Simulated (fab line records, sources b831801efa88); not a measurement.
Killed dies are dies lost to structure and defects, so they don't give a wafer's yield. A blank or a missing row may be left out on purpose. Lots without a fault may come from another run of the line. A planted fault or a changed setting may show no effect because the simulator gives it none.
Which tool did it? | flow sky130 | 11 lots, 33 wafers sampled, at 6 steps of a route of 708

WHAT THE GAUGES READ, wafer by wafer
SKY_METAL1_RS_MEAS_05: measures by four-point-probe.
lot  | measured     | on            | METAL1_ALCU_RS (ohm/sq)
L705 | day 33 04:38 | film_metro-03 | 0.1266 0.1260 0.1255
L707 | day 33 18:23 | film_metro-03 | 0.1263 0.1260 0.1257
L708 | day 34 08:45 | film_metro-03 | 0.1266 0.1257 0.1259
L718 | day 37 06:31 | film_metro-03 | 0.1270 0.1250 0.1254
L719 | day 37 12:19 | film_metro-03 | 0.1283 0.1276 0.1270
L720 | day 37 23:55 | film_metro-04 | 0.1268 0.1269 0.1266
L721 | day 38 12:07 | film_metro-01 | 0.1261 0.1275 0.1273
L722 | day 38 14:55 | film_metro-01 | 0.1282 0.1275 0.1273

WHICH TOOL RAN EACH LOT (tool, then ch and the chambers of the sampled wafers, then the start)
lot  | SKY_CONTACT_ETCH_17                | SKY_CONTACT_ETCH_18                           | SKY_CONTACT_STRIP_19                 | SKY_CONTACT_CMP_27            | SKY_METAL1_SPUTTER_02
L705 | rie_diel-02 ch 0,2, day 33 03:10   | rie_diel-02 ch 0,2, day 33 03:15 or earlier   | plasma_asher-03 ch 0, day 33 03:15   | cmp-01 ch 0,1,2, day 33 04:18 | pvd_sputter-02, day 33 04:33
L707 | rie_diel-03 ch 1,2,3, day 33 16:51 | rie_diel-03 ch 1,2,3, day 33 16:56 or earlier | plasma_asher-02 ch 0,1, day 33 16:56 | cmp-02 ch 0,3, day 33 17:53   | pvd_sputter-01, day 33 18:14
L708 | rie_diel-01 ch 0,2,3, day 34 07:11 | rie_diel-01 ch 0,2,3, day 34 07:16 or earlier | plasma_asher-03 ch 0,1, day 34 07:16 | cmp-01 ch 0,1,2, day 34 08:19 | pvd_sputter-02, day 34 08:40
L710 | rie_diel-03 ch 2,3, day 35 03:10   | rie_diel-03 ch 2,3, day 35 03:15 or earlier   | plasma_asher-03 ch 0,1, day 35 03:15 | cmp-02 ch 0,3, day 35 04:17   | -
L712 | rie_diel-02 ch 1,3, day 35 07:06   | rie_diel-02 ch 1,3, day 35 07:14 or earlier   | plasma_asher-03 ch 0,1, day 35 07:14 | cmp-02 ch 1,2,3, day 35 08:17 | -
L711 | rie_diel-01 ch 0,1,3, day 35 07:19 | rie_diel-01 ch 0,1,3, day 35 07:24 or earlier | plasma_asher-04 ch 0, day 35 07:24   | cmp-01 ch 1,3, day 35 08:23   | -
L718 | rie_diel-03 ch 2,3, day 37 05:02   | rie_diel-03 ch 2,3, day 37 05:07 or earlier   | plasma_asher-02 ch 0,1, day 37 05:07 | cmp-01 ch 1,2, day 37 06:04   | pvd_sputter-01, day 37 06:25
L719 | rie_diel-01 ch 0,1, day 37 10:47   | rie_diel-01 ch 0,1, day 37 10:55 or earlier   | plasma_asher-04 ch 0,1, day 37 10:55 | cmp-02 ch 2,3, day 37 11:52   | pvd_sputter-02, day 37 12:10
L720 | rie_diel-02 ch 0,1, day 37 22:21   | rie_diel-02 ch 0,1, day 37 22:29 or earlier   | plasma_asher-03 ch 0,1, day 37 22:29 | cmp-01 ch 0,2,3, day 37 23:29 | pvd_sputter-04, day 37 23:46
L721 | rie_diel-01 ch 0,2,3, day 38 10:36 | rie_diel-01 ch 0,2,3, day 38 10:44 or earlier | plasma_asher-02 ch 0,1, day 38 10:44 | cmp-02 ch 1,3, day 38 11:38   | pvd_sputter-04, day 38 11:59
L722 | rie_diel-02 ch 1,3, day 38 13:25   | rie_diel-02 ch 1,3, day 38 13:32 or earlier   | plasma_asher-02 ch 0,1, day 38 13:32 | cmp-01 ch 0,1, day 38 14:29   | pvd_sputter-01, day 38 14:47
- SKY_CONTACT_ETCH_17: etches SiO2 in C4F8/O2/Ar, stops on Si3N4, target depth 340 nm.
- SKY_CONTACT_ETCH_18: etches Si3N4 in CHF3/O2, stops on TiN, time 39 s, target depth 75 nm.
- SKY_CONTACT_STRIP_19: strips in O2/N2.
- SKY_CONTACT_CMP_27: polishes, stops on SiO2, t overpolish 15 s, target thk 0 nm.
- SKY_METAL1_SPUTTER_02: material AlCu, target thk 250 nm, time 13.3 s.

WHAT THE TOOLS THEMSELVES READ (means of the sampled wafers that have a number; where no wafer has one, the mark that the record gives instead)
SKY_CONTACT_ETCH_17.
lot  | tool        | bias_w (W) | chamber_pressure_mTorr (mTorr) | oes_product_au (a.u.)
L705 | rie_diel-02 | 1196       | 40.01                          | 0.891
L707 | rie_diel-03 | 1201       | 40.02                          | 0.894
L708 | rie_diel-01 | 1200       | 39.99                          | 0.894
L710 | rie_diel-03 | -          | -                              | -
L712 | rie_diel-02 | -          | -                              | -
L711 | rie_diel-01 | -          | -                              | -
L718 | rie_diel-03 | 1198       | 40.02                          | 0.889
L719 | rie_diel-01 | 1199       | 40.00                          | 0.886
L720 | rie_diel-02 | 1203       | 40.03                          | 0.894
L721 | rie_diel-01 | 1200       | 39.97                          | 0.894
L722 | rie_diel-02 | 1199       | 40.05                          | 0.891

SKY_CONTACT_ETCH_18.
lot  | tool        | O2_flow_sccm (sccm) | bias_w (W) | chamber_pressure_mTorr (mTorr) | drypump_motor_current_A (A) | oes_product_au (a.u.) | throttle_valve_pct (%)
L705 | rie_diel-02 | 5.004               | 199.9      | 39.96                          | 5.9                         | 0.857                 | 8.795
L707 | rie_diel-03 | 5.014               | 200.2      | 40.00                          | 5.8                         | 0.859                 | 8.791
L708 | rie_diel-01 | 4.989               | 200.3      | 40.02                          | 5.7                         | 0.845                 | 8.789
L710 | rie_diel-03 | 5.002               | 200.2      | 39.99                          | 6.0                         | 0.375                 | 8.667
L712 | rie_diel-02 | 4.992               | 200.4      | 40.00                          | 5.0                         | 0.379                 | 8.675
L711 | rie_diel-01 | 4.995               | 200.7      | 39.97                          | 5.8                         | 0.378                 | 8.668
L718 | rie_diel-03 | 4.989               | 200.3      | 40.00                          | 5.8                         | 0.856                 | 8.794
L719 | rie_diel-01 | 4.993               | 199.9      | 40.01                          | 5.9                         | 0.861                 | 8.801
L720 | rie_diel-02 | 4.992               | 199.9      | 39.99                          | 5.6                         | 0.855                 | 8.797
L721 | rie_diel-01 | 4.993               | 200.6      | 40.00                          | 5.8                         | 0.861                 | 8.794
L722 | rie_diel-02 | 5.009               | 200.3      | 39.99                          | 5.0                         | 0.856                 | 8.801

SKY_CONTACT_STRIP_19.
lot  | tool            | chamber_pressure_mTorr (mTorr) | drypump_motor_current_A (A) | oes_product_au (a.u.) | strip_time_to_endpoint_s (s)
L705 | plasma_asher-03 | 1499.1                         | 5.6                         | 0.382                 | 3.644
L707 | plasma_asher-02 | 1499.2                         | 5.2                         | 0.383                 | 3.656
L708 | plasma_asher-03 | 1500.9                         | 5.4                         | 0.380                 | 3.613
L710 | plasma_asher-03 | 1501.3                         | 5.4                         | 0.409                 | 4.297
L712 | plasma_asher-03 | 1501.6                         | 5.4                         | 0.407                 | 4.315
L711 | plasma_asher-04 | 1500.1                         | 5.7                         | 0.410                 | 4.290
L718 | plasma_asher-02 | 1500.6                         | 5.2                         | 0.379                 | 3.639
L719 | plasma_asher-04 | 1500.9                         | 6.0                         | 0.381                 | 3.634
L720 | plasma_asher-03 | 1499.6                         | 5.4                         | 0.380                 | 3.609
L721 | plasma_asher-02 | 1499.7                         | 5.1                         | 0.378                 | 3.653
L722 | plasma_asher-02 | 1500.1                         | 5.2                         | 0.380                 | 3.623

SKY_CONTACT_CMP_27.
lot  | tool   | motor_current_A (A)
L705 | cmp-01 | 10.8
L707 | cmp-02 | 10.3
L708 | cmp-01 | 11.2
L710 | cmp-02 | 10.3
L712 | cmp-02 | 10.9
L711 | cmp-01 | 9.9
L718 | cmp-01 | 11.1
L719 | cmp-02 | 10.5
L720 | cmp-01 | 10.4
L721 | cmp-02 | 11.4
L722 | cmp-01 | 11.5

SKY_METAL1_SPUTTER_02.
lot  | tool           | chamber_pressure_pa (Pa) | throttle_valve_pct (%)
L705 | pvd_sputter-02 | 0.3998                   | 30.0
L707 | pvd_sputter-01 | 0.3997                   | 29.9
L708 | pvd_sputter-02 | 0.4006                   | 30.1
L718 | pvd_sputter-01 | 0.4000                   | 29.5
L719 | pvd_sputter-02 | 0.3996                   | 29.8
L720 | pvd_sputter-04 | 0.4006                   | 30.4
L721 | pvd_sputter-04 | 0.3991                   | 30.2
L722 | pvd_sputter-01 | 0.3993                   | 29.2

THE ANSWER, worked out from the rows above alone
Rule: what is usual is taken from the lots themselves. Put in order of their means at a reading, lots are off if they are a third of the lots or fewer, leave a main group of 4 or more, and stand apart from it by a gap of 3 or more times the standard deviation of the main group's means; of several such gaps the widest counts. A main group whose means are all the same, to the digits that the tables above print for the reading, isn't used. A lot without any number at a reading at which 4 lots or more have one is off too. The other lots that the step has rows for count as sound. The gauges are gone through in route order, then the tools' own readings, and for those a lot's mean is taken as printed above. The first step at which some lot is off is used, and at that step the reading that is off furthest; a lot without a number counts as furthest.
Off: L710, L712, L711, at SKY_CONTACT_ETCH_17 (bias_w). Without a number there: L710, L712, L711. The main group: mean 1200 W, standard deviation 1.9.
A tool fits if, at that step or a process step before it, it ran every lot that is off, and no sound lot after the first of them. None of those tried fits.

WHAT THE SIMULATOR HAD PUT IN
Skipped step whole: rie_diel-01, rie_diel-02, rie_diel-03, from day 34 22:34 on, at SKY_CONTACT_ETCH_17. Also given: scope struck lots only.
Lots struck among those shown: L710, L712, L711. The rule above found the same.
